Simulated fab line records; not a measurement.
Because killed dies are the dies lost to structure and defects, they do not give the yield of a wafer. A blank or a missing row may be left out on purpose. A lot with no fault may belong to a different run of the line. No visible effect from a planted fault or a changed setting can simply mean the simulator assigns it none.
A lot that was struck, set against a sound lot :: flow sky130 :: 18 out of 708 route steps
Sound: the wafers L723.1, L723.3, L723.5. Struck: wafers L735.3, L735.4, L735.6. The cause is given at the end.
For every step that has rows: the tool of each side, followed by ch and its chambers, followed by its first start. Under that, the readings that differ: sound wafers :: struck wafers :: difference of the means :: sigmas: that difference in standard deviations of wafers without a fault.
alike: a reading whose means differ by less than 2 such deviations, as well as words and numbers matching on both sides. not compared: withheld readings; readings where some wafer has no value; bounds like >300 that might hide an equal value; numbers whose values overlap and for which the record gives no deviation.
The two part at a step that has a row with sigmas, a row that says differs or no value, or rows on one side only. Numbers that don't overlap but have no deviation are shown without sigmas and don't part them. Lack of a reading on every wafer of one side parts them only where that side has two or more wafers.

first, 1 step without rows for these wafers: SKY_VT_ADJUST_PCH_IMPLANT_08.
SKY_VT_ADJUST_PCH_STRIP_09: strips in O2/N2.
  sound on plasma-asher-03 ch 0, day 12 10:19; struck on plasma-asher-02 ch 0,1, day 16 16:00
  alike: drypump-motor-current-A, oes-product-au, strip-time-to-endpoint-s
  not compared: rf-hours-counter-h
SKY_VT_ADJUST_PCH_TW_MEAS_10:
  sound: film-metro-04 at day 12 10:25; struck: film-metro-04 at day 16 16:05
  alike: VT_ADJUST_PCH_TW
then, 7 steps without rows for these wafers: SKY_SONOS_TUNNEL_DEHYDRATE_00 (time 60 s); SKY_SONOS_TUNNEL_HMDS_01 (prime time 60 s); SKY_SONOS_TUNNEL_COAT_02 (resist thk 1140 nm); SKY_SONOS_TUNNEL_SOFTBAKE_03 (time 60 s); SKY_SONOS_TUNNEL_EXPOSE_04 (exposes mask TUNM, target cd 410 nm); SKY_SONOS_TUNNEL_PEB_05; SKY_SONOS_TUNNEL_DEVELOP_06 (develop time 60 s).
SKY_SONOS_TUNNEL_CD_MEAS_07: target cd 410 nm.
  sound: cd-sem-02 at day 13 10:31; struck: cd-sem-01 at day 17 20:59
  alike: cd-nm
SKY_SONOS_TUNNEL_OVL_MEAS_08:
  sound: overlay-01 at day 13 10:38; struck: overlay-02 at day 17 21:04
  alike: SONOS_TUNNEL_OVL
SKY_SONOS_TUNNEL_IMPLANT_09:
  sound on implanter-02 ch 0, day 13 10:40; struck on implanter-02 ch 0, day 17 21:08
reading: dose-ions-cm2
sound: 1.0007e+12 1.0003e+12 1.0002e+12
struck: 1.5231e+12 1.5221e+12 1.5248e+12
difference: +5.2293e+11
sigmas: +99 or more

reading: faraday-current-uA
sound: 5.77 5.75 5.49
struck: 8.52 8.73 8.28
difference: +2.84
sigmas: +26
then, 2 steps without rows for these wafers: SKY_SONOS_TUNNEL_WET_ETCH_10 (etches SiO2 in dHF, target depth 14 nm, time 280 s); SKY_SONOS_TUNNEL_STRIP_11 (strips in SPM, time 600 s).
SKY_SONOS_TUNNEL_TW_MEAS_12:
  sound: film-metro-03 at day 13 11:05; struck: film-metro-01 at day 17 21:31
reading: SONOS_TUNNEL_TW
sound: 196.3 198.8 198.3
struck: 223.9 225.1 224.7
difference: +26.8
sigmas: +13
then, 1 step without rows for these wafers: SKY_SONOS_TUNNEL_CLEAN_13 (cleans in dHF, time 20 s).
-- the record jumps here: 33 days lie between the struck wafers' starts before and after (it left off in module SONOS_TUNNEL and takes up again in module PAD_OPEN, whose first step shown is number 708 of the route) --
SKY_PAD_OPEN_PROBE_99:
  sound: prober-02 at day 47 14:52; struck: prober-02 at day 50 13:52
reading: model.etest.sonos-uncharged.r-on-ohm-um
sound: 814 812.2 817.3
struck: 827 822.7 836.3
difference: +14
sigmas: 

reading: model.etest.sonos-programmed.vt-v (V)
sound: 1.454 1.497 1.524
struck: 1.575 1.536 1.543
difference: +0.060
sigmas: 

reading: model.etest.sonos-baked.vt-v (V)
sound: 0.9339 0.9765 0.9892
struck: 1.06 1.034 1.052
difference: +0.08
sigmas: 

reading: model.etest.sonos-uncharged.vt-v (V)
sound: -0.4531 -0.4478 -0.4448
struck: -0.3518 -0.3451 -0.317
difference: +0.1106
sigmas: 

reading: model.etest.sonos-erased.vt-v (V)
sound: -2.266 -2.3 -2.325
struck: -2.148 -2.178 -2.188
difference: +0.126
sigmas: 
  alike: killed_at_M0_to_M3, killed_at_M4_up, killed-at-contacts, killed-at-front-end, killed-at-other, killed-dies, killed-open, killed-short

== WHERE THEY PART ==
First at SKY_SONOS_TUNNEL_IMPLANT_09; last, within this record, at SKY_SONOS_TUNNEL_TW_MEAS_12. Later steps at which nothing parts them and some readings are alike: SKY_PAD_OPEN_PROBE_99.

WHY: what the simulator had put in
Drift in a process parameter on implanter-02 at SKY_SONOS_TUNNEL_IMPLANT_09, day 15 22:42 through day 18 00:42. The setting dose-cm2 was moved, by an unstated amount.
